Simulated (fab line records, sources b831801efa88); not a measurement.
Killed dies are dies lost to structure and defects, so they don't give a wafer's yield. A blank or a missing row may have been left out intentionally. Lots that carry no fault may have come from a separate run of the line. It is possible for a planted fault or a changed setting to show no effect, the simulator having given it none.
Struck lot and sound lot, side by side -- flow sky130 -- 15 out of 708 route steps
Sound: the wafers L599.1, L599.2, L599.6. Wafers struck: L613.2, L613.3, L613.4. The cause comes at the end.
Each step with rows lists, per side, the tool, then ch with its chambers, then its first start. Under that, the readings that differ: sound wafers -- struck wafers -- difference of the means -- sigmas: that difference in standard deviations of wafers without a fault.
alike: words and numbers the same on both sides, and readings whose means are apart by under 2 such deviations; not compared: readings that were withheld, readings missing a value for some wafer, numbers with overlapping values and no deviation given by the record, and bounds like >300 which may hide the same value.
Wherever a step has rows on one side only, a row that says differs or no value, or a row with sigmas, the two part there. Non-overlapping numbers with no deviation appear without sigmas and do not part them. A reading that every wafer of one side lacks parts them only if that side has two wafers or more.

first, 1 step without rows for these wafers: SKY_LDD_N_IMPLANT_15.
SKY_LDD_N_STRIP_16: strips in O2/N2.
  sound on plasma-asher-01 ch 0,1, day 17 15:48; struck on plasma-asher-01 ch 0,1, day 23 06:29
  alike: drypump-motor-current-A, oes-product-au, strip-time-to-endpoint-s
  not compared: rf-hours-counter-h
SKY_LDD_N_TW_MEAS_17:
  sound on film-metro-04, day 17 15:54; struck on film-metro-03, day 23 06:36
  alike: LDD_N_TW
then, 7 steps without rows for these wafers: SKY_LDD_P_DEHYDRATE_00 (time 60 s); SKY_LDD_P_HMDS_01 (prime time 60 s); SKY_LDD_P_COAT_02 (resist thk 1140 nm); SKY_LDD_P_SOFTBAKE_03 (time 60 s); SKY_LDD_P_EXPOSE_04 (exposes mask PSDM, target cd 380 nm); SKY_LDD_P_PEB_05; SKY_LDD_P_DEVELOP_06 (develop time 60 s).
SKY_LDD_P_CD_MEAS_07: target cd 380 nm.
  sound on cd-sem-02, day 18 21:19; struck on cd-sem-02, day 24 13:05
  alike: cd-nm
SKY_LDD_P_OVL_MEAS_08:
  sound on overlay-01, day 18 21:26; struck on overlay-02, day 24 13:11
  alike: LDD_P_OVL
SKY_LDD_P_IMPLANT_09:
  sound on implanter-02 ch 0, day 18 21:28; struck on implanter-03 ch 0, day 24 13:15
reading,sound,struck,difference,sigmas
dose-ions-cm2,1.0018e+13 9.996e+12 1.0007e+13,9.105e+12 9.111e+12 9.114e+12,-8.970e+11,-82
faraday-current-uA,55.8 54.7 55.1,52.1 50.8 51.8,-3.6,-3
  alike: end-station-pressure-torr
SKY_LDD_P_STRIP_10: strips in O2/N2.
  sound on plasma-asher-04 ch 0,1, day 18 21:37; struck on plasma-asher-02 ch 0,1, day 24 13:22
  alike: drypump-motor-current-A, oes-product-au, strip-time-to-endpoint-s
  not compared: rf-hours-counter-h
-- the record jumps here: 25 days lie between the struck wafers' starts before and after (it left off in module LDD_P and takes up again in module PAD_OPEN, whose first step shown is number 708 of the route) --
SKY_PAD_OPEN_PROBE_99:
  sound on prober-02, day 45 19:01; struck on prober-02, day 49 10:50
reading,sound,struck,difference,sigmas
model.etest.tip-p.rs-ohm-sq,6885 6898 6844,7471 7454 7513,+604,
  alike: killed_at_M0_to_M3, killed_at_M4_up, killed-at-contacts, killed-at-front-end, killed-at-other, killed-dies, killed-open, killed-short

WHERE THEY PART
Only at SKY_LDD_P_IMPLANT_09, as far as this record shows. Later steps at which nothing parts them and some readings are alike: SKY_LDD_P_STRIP_10, SKY_PAD_OPEN_PROBE_99.

WHY: whatever the simulator had introduced
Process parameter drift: implanter-03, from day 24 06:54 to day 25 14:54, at SKY_LDD_P_IMPLANT_09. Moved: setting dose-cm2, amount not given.
